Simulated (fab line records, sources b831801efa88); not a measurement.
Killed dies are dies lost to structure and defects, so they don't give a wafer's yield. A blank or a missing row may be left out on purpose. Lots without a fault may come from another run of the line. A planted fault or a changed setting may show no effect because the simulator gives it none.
fab line records | flow sfq_line
record lots=5 wafers=23
route steps=325 shown M7@282 I7@300 M8@313
start_h: hours from the record's first day to the start of the lot's first wafer shown | wait_h: hours since the lot's step before | " the same as in the row above | L1.1+2: a row that stands for several wafers | - no value, or no start given | * or withheld: withheld | < > ~ a bound
route shown NAME@n: a module of which the file shows steps, and the number in the route of the first | usual: mean/standard deviation of fault-free wafers | same: alike in all rows | chamber/n: place in a boat | sites: the reading at each site | _std_site: their standard deviation | _edge_site: outer sites' mean less inner sites' | radius_mm: how far each site lies from the wafer's centre | mask NAME#n: copy n | behind: the tool/chamber that last shaped the wafer | hold: why the lot was held/for how many hours/how that ended | device: the transistor (n, p or np) that didn't switch | end of line: the same wafers' tests at the end of the route | a step without rows: its recipe alone | killed: dies lost to structure and defects at the first sort, not the wafer's yield | map: a wafer's dies, x killed, . not, _ none there
set.NAME: the setting as run; set.NAME@STEP: as run at that earlier step | model.NAME: the simulator's own value behind a step, which no gauge read
lots whose settings were changed on purpose; a table a step, a row a wafer
## steps
# step SFQ_TRILAYER_M7_DEP_SPUTTER_175
# recipe material=Nb base_pressure_pa=1.33e-06 chamber_pressure_pa=0.1333 substrate_temp_c=20 target_thk_nm=200 power_w=2000 time_s=133.3
# columns lot.wafer tool chamber start_h wait_h set.time_s model.Nb_of_TRILAYER_M7_DEP_SPUTTER_175.thk_nm
L075.1 pvd_sputter-04 - 1584.97 0.0 139 206.6
L075.2 " - " " 139 209.2
L075.3 " - " " 133.3 200.6
L075.4 " - " " 133.3 203.9
L075.5 " - " " 133.3 201
L076.1 pvd_sputter-06 - 1588.57 0.0 133.3 198.8
L076.2 " - " " 133.3 200.9
L076.3 " - " " 143.3 214.2
L076.4 " - " " 133.3 201.5
L076.5 " - " " 143.3 213.1
L079.1 pvd_sputter-04 - 1619.95 0.0 124.2 188.1
L079.3 " - " " 133.3 197.4
L079.4 " - " " 124.2 186.7
L079.5 " - " " 133.3 200.7
L079.6 " - " " 124.2 188.3
L082.1 pvd_sputter-05 - 1625.95 0.0 133.3 198.5
L082.2 " - " " 133.3 200.3
L082.4 " - " " 133.3 202
L085.1 pvd_sputter-04 - 1641.56 0.0 133.3 201.2
L085.2 " - " " 115.2 171.8
L085.3 " - " " 115.2 172.5
L085.4 " - " " 133.3 196
L085.6 " - " " 133.3 196.6
# step SFQ_M7_RS_MEAS_943
# recipe thk_meas_gauge=four-point-probe reads=Nb_of_TRILAYER_M7_DEP_SPUTTER_175
# usual M7_NB_RS=0.893/0.01
# columns lot.wafer tool chamber start_h wait_h set.time_s@TRILAYER_M7_DEP_SPUTTER_175 M7_NB_RS[ohm/sq]
L075.1 film_metro-01 - 1585.06 0.0 139 0.861
L075.2 " - " " 139 0.850
L075.3 " - " " 133.3 0.886
L075.4 " - " " 133.3 0.872
L075.5 " - " " 133.3 0.885
L076.1 film_metro-01 - 1588.66 0.0 133.3 0.895
L076.2 " - " " 133.3 0.885
L076.3 " - " " 143.3 0.829
L076.4 " - " " 133.3 0.882
L076.5 " - " " 143.3 0.835
L079.1 film_metro-02 - 1620.04 0.0 124.2 0.946
L079.3 " - " " 133.3 0.902
L079.4 " - " " 124.2 0.955
L079.5 " - " " 133.3 0.885
L079.6 " - " " 124.2 0.944
L082.1 film_metro-02 - 1626.05 0.1 133.3 0.893
L082.2 " - " " 133.3 0.887
L082.4 " - " " 133.3 0.880
L085.1 film_metro-01 - 1641.65 0.0 133.3 0.882
L085.2 " - " " 115.2 1.035
L085.3 " - " " 115.2 1.031
L085.4 " - " " 133.3 0.908
L085.6 " - " " 133.3 0.903
# step SFQ_TRILAYER_M7_BARC_OPEN_METAL_ETCH_229
# recipe mask_material=PR chemistry=O2 target_depth_nm=125 target=BARC icp_w=600 bias_w=80 pressure_mtorr=10 time_s=41.7
# columns lot.wafer tool chamber start_h wait_h set.bias_w
L075.1+4+5 rie_metal-03 1 1692.29 0.0 80
L075.2+3 " 1 " " 83.59
L076.1+2+3+4+5 rie_metal-01 0,1,0,1,1 1695.59 0.0 80
L079.1+5 rie_metal-02 0 1728.34 0.0 80
L079.3+4+6 " 1,0,1 " " 86.34
L082.1+2+4 rie_metal-02 1,0,0 1733.14 0.0 80
L085.1+6 rie_metal-02 0,1 1749.32 0.0 80
L085.2+3+4 " 1,1,0 " " 73.47
# step SFQ_TRILAYER_M7_ETCH_METAL_ETCH_180
# recipe target=Nb stop_on=SiO2 mask_material=PR chemistry=Cl2/Ar target_depth_nm=240 icp_w=584.1 bias_w=80 pressure_mtorr=10 time_s=120
# usual oes_product_au=0.892/0.0076
# columns lot.wafer tool chamber start_h wait_h set.time_s@TRILAYER_M7_DEP_SPUTTER_175 oes_product_au
L075.1 rie_metal-03 1 1692.40 0.1 139 0.912
L075.2 " 1 " " 139 0.919
L075.3 " 1 " " 133.3 0.898
L075.4 " 1 " " 133.3 0.916
L075.5 " 1 " " 133.3 0.896
L076.1 rie_metal-01 0 1695.65 0.0 133.3 0.896
L076.2 " 1 " " 133.3 0.895
L076.3 " 0 " " 143.3 0.932
L076.4 " 1 " " 133.3 0.893
L076.5 " 1 " " 143.3 0.924
L079.1 rie_metal-02 0 1728.40 0.0 124.2 0.854
L079.3 " 1 " " 133.3 0.886
L079.4 " 0 " " 124.2 0.870
L079.5 " 0 " " 133.3 0.902
L079.6 " 1 " " 124.2 0.856
L082.1 rie_metal-02 1 1733.20 0.0 133.3 0.896
L082.2 " 0 " " 133.3 0.893
L082.4 " 0 " " 133.3 0.904
L085.1 rie_metal-02 0 1749.38 0.0 133.3 0.901
L085.2 " 1 " " 115.2 0.825
L085.3 " 1 " " 115.2 0.822
L085.4 " 0 " " 133.3 0.885
L085.6 " 1 " " 133.3 0.885
# step SFQ_TRILAYER_I7_VIA_LITHO_COAT_192
# recipe resist=BARC spin_rpm=3000 resist_thk_nm=62
# columns lot.wafer tool chamber start_h wait_h set.resist_thk_nm model.BARC_of_TRILAYER_I7_VIA_LITHO_COAT_192.thk_nm
L075.1 litho_track-04 0 1698.43 1.0 62 61.87
L075.2 " 0 " " 62 61.85
L075.3 " 0 " " 62 62.03
L075.4 " 0 " " 62 61.9
L075.5 " 0 " " 62 61.79
L076.1 litho_track-02 0 1700.94 1.0 64.77 64.68
L076.2 " 0 " " 62 62.12
L076.3 " 0 " " 62 61.95
L076.4 " 0 " " 62 61.9
L076.5 " 0 " " 64.77 64.6
L079.1 litho_track-02 0 1733.71 1.0 62 61.94
L079.3 " 0 " " 62 62.05
L079.4 " 0 " " 65.36 65.39
L079.5 " 0 " " 65.36 65.3
L079.6 " 0 " " 65.36 65.28
L082.1 litho_track-03 0 1739.88 1.0 62 62.06
L082.2 " 0 " " 62 61.83
L082.4 " 0 " " 62 61.91
L085.1 litho_track-03 0 1755.28 1.0 62 61.59
L085.2 " 0 " " 62 61.45
L085.3 " 0 " " 60.29 59.75
L085.4 " 0 " " 60.29 60.01
L085.6 " 0 " " 60.29 59.88
# step SFQ_TRILAYER_I7_VIA_BARC_OPEN_VIA_ETCH_260
# recipe mask_material=PR chemistry=O2 target_depth_nm=125 target=BARC source_w=500 bias_w=80 pressure_mtorr=30 time_s=41.7
# columns lot.wafer tool chamber start_h wait_h set.time_s model.KrF_of_TRILAYER_I7_VIA_LITHO_COAT_187.thk_nm
L075.1 rie_diel-03 1 1704.21 0.0 41.7 573.9
L075.2 " 0 " " 41.7 573
L075.3 " 2 " " 41.7 574.2
L075.4 " 3 " " 41.7 574.9
L075.5 " 3 " " 41.7 572.1
L076.1 rie_diel-02 0 1705.41 0.0 47.04 566.2
L076.2 " 3 " " 41.7 573
L076.3 " 1 " " 41.7 571.8
L076.4 " 2 " " 47.04 563.3
L076.5 " 3 " " 41.7 571.6
L079.1 rie_diel-02 2 1821.04 0.0 41.7 567.9
L079.3 " 3 " " 41.7 571.9
L079.4 " 1 " " 35.79 580.6
L079.5 " 1 " " 41.7 571
L079.6 " 0 " " 35.79 577.7
L082.1 rie_diel-01 0 1828.24 0.0 41.7 568.2
L082.2 " 2 " " 41.7 568.7
L082.4 " 1 " " 41.7 567.6
L085.1 rie_diel-03 2 1841.44 0.0 38.95 574.7
L085.2 " 1 " " 41.7 569.4
L085.3 " 3 " " 38.95 572
L085.4 " 0 " " 41.7 571.1
L085.6 " 3 " " 38.95 574.1
# step SFQ_TRILAYER_I7_VIA_ETCH_VIA_ETCH_190
# recipe target=SiO2 stop_on=Nb mask_material=PR taper_deg=20 chemistry=CHF3 target_depth_nm=260 source_w=500 bias_w=80 pressure_mtorr=30 time_s=withheld
# columns lot.wafer tool chamber start_h wait_h set.time_s@TRILAYER_I7_VIA_BARC_OPEN_VIA_ETCH_260 model.KrF_of_TRILAYER_I7_VIA_LITHO_COAT_187.thk_nm
L075.1 rie_diel-03 1 1704.25 0.0 * 528.6
L075.2 " 0 " " * 528.5
L075.3 " 2 " " * 530.4
L075.4 " 3 " " * 529.6
L075.5 " 3 " " * 527.1
L076.1 rie_diel-02 0 1705.45 0.0 * 522.5
L076.2 " 3 " " * 528
L076.3 " 1 " " * 527.3
L076.4 " 2 " " * 518.2
L076.5 " 3 " " * 526.7
L079.1 rie_diel-02 2 1821.08 0.0 * 522.1
L079.3 " 3 " " * 525.9
L079.4 " 1 " " * 535.8
L079.5 " 1 " " * 526.4
L079.6 " 0 " " * 533.6
L082.1 rie_diel-01 0 1828.28 0.0 * 523.4
L082.2 " 2 " " * 523.7
L082.4 " 1 " " * 522.9
L085.1 rie_diel-03 2 1841.48 0.0 * 531
L085.2 " 1 " " * 523.7
L085.3 " 3 " " * 526
L085.4 " 0 " " * 526.5
L085.6 " 3 " " * 528.1
# step SFQ_TRILAYER_M8_LITHO_COAT_193
# recipe resist=KrF spin_rpm=3000 resist_thk_nm=600
# columns lot.wafer tool chamber start_h wait_h set.resist_thk_nm model.KrF_of_TRILAYER_M8_LITHO_COAT_193.thk_nm
L075.1 litho_track-01 0 - - 617.6 618.4
L075.2 " 0 " " 600 602
L075.3 " 0 " " 600 600
L075.4 " 0 " " 600 603.6
L075.5 " 0 " " 617.6 618.3
L076.1 litho_track-03 0 - - 571.9 568.1
L076.2 " 0 " " 600 595.7
L076.3 " 0 " " 571.9 569.3
L076.4 " 0 " " 600 596.8
L076.5 " 0 " " 571.9 570.2
L079.1 litho_track-01 0 - - 600 602.3
L079.3 " 0 " " 585.4 585.6
L079.4 " 0 " " 585.4 586.3
L079.5 " 0 " " 585.4 588.6
L079.6 " 0 " " 600 601.3
L082.1+4 litho_track-02 0 - - 600 600.3
L082.2 " 0 " " 600 600.6
L085.1 litho_track-02 0 - - 568.5 570.3
L085.2 " 0 " " 568.5 570.2
L085.3 " 0 " " 568.5 570.5
L085.4 " 0 " " 600 602.6
L085.6 " 0 " " 600 603.6
# step SFQ_TRILAYER_M8_DEP_EVAP_198
# recipe material=Pt angular_spread_deg=1 target_thk_nm=50 time_s=250 power_w=2000
# columns lot.wafer tool chamber start_h wait_h set.time_s model.Pt_of_TRILAYER_M8_DEP_EVAP_198.thk_nm
L075.1 pvd_sputter-02 - 1716.15 0.0 214.8 42.27
L075.2 " - " " 250 49.67
L075.3 " - " " 250 48.98
L075.4 " - " " 214.8 42.34
L075.5 " - " " 250 49.85
L076.1 pvd_sputter-01 - 1717.35 0.0 273.1 55.09
L076.2 " - " " 273.1 54.61
L076.3 " - " " 250 50.54
L076.4 " - " " 250 50.19
L076.5 " - " " 273.1 55.29
L079.1 pvd_sputter-02 - 1828.82 0.0 250 50.95
L079.3 " - " " 215.8 43.23
L079.4 " - " " 250 50.89
L079.5 " - " " 215.8 43.84
L079.6 " - " " 250 51.08
L082.1 pvd_sputter-02 - 1834.82 0.0 250 50.47
L082.2 " - " " 250 50.23
L082.4 " - " " 250 49.54
L085.1 pvd_sputter-02 - 1845.62 0.0 250 49.66
L085.2 " - " " 250 50.12
L085.3 " - " " 260.1 52.04
L085.4 " - " " 260.1 51.74
L085.6 " - " " 250 50.02
## key
split step=SFQ_TRILAYER_M7_DEP_SPUTTER_175 setting=time_s stated=133.3 by=wafer
response step=SFQ_TRILAYER_M7_DEP_SPUTTER_175 reading=model.Nb_of_TRILAYER_M7_DEP_SPUTTER_175.thk_nm change=+1.81 per=1% r=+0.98
response step=SFQ_M7_RS_MEAS_943 reading=M7_NB_RS change=-0.00896 per=1% r=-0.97
response step=SFQ_TRILAYER_M7_ETCH_METAL_ETCH_180 reading=oes_product_au change=+0.00471 per=1% r=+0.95
split step=SFQ_TRILAYER_M7_BARC_OPEN_METAL_ETCH_229 setting=bias_w stated=80 by=wafer
response none clear
split step=SFQ_TRILAYER_I7_VIA_LITHO_COAT_192 setting=resist_thk_nm stated=62 by=wafer
response step=SFQ_TRILAYER_I7_VIA_LITHO_COAT_192 reading=model.BARC_of_TRILAYER_I7_VIA_LITHO_COAT_192.thk_nm change=+0.604 per=1% r=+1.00
split step=SFQ_TRILAYER_I7_VIA_BARC_OPEN_VIA_ETCH_260 setting=time_s stated=41.7 by=wafer
response step=SFQ_TRILAYER_I7_VIA_BARC_OPEN_VIA_ETCH_260 reading=model.KrF_of_TRILAYER_I7_VIA_LITHO_COAT_187.thk_nm change=-0.593 per=1% r=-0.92
response step=SFQ_TRILAYER_I7_VIA_ETCH_VIA_ETCH_190 reading=model.KrF_of_TRILAYER_I7_VIA_LITHO_COAT_187.thk_nm change=-0.616 per=1% r=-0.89
split step=SFQ_TRILAYER_M8_LITHO_COAT_193 setting=resist_thk_nm stated=600 by=wafer
response step=SFQ_TRILAYER_M8_LITHO_COAT_193 reading=model.KrF_of_TRILAYER_M8_LITHO_COAT_193.thk_nm change=+5.99 per=1% r=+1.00
split step=SFQ_TRILAYER_M8_DEP_EVAP_198 setting=time_s stated=250 by=wafer
response step=SFQ_TRILAYER_M8_DEP_EVAP_198 reading=model.Pt_of_TRILAYER_M8_DEP_EVAP_198.thk_nm change=+0.521 per=1% r=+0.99
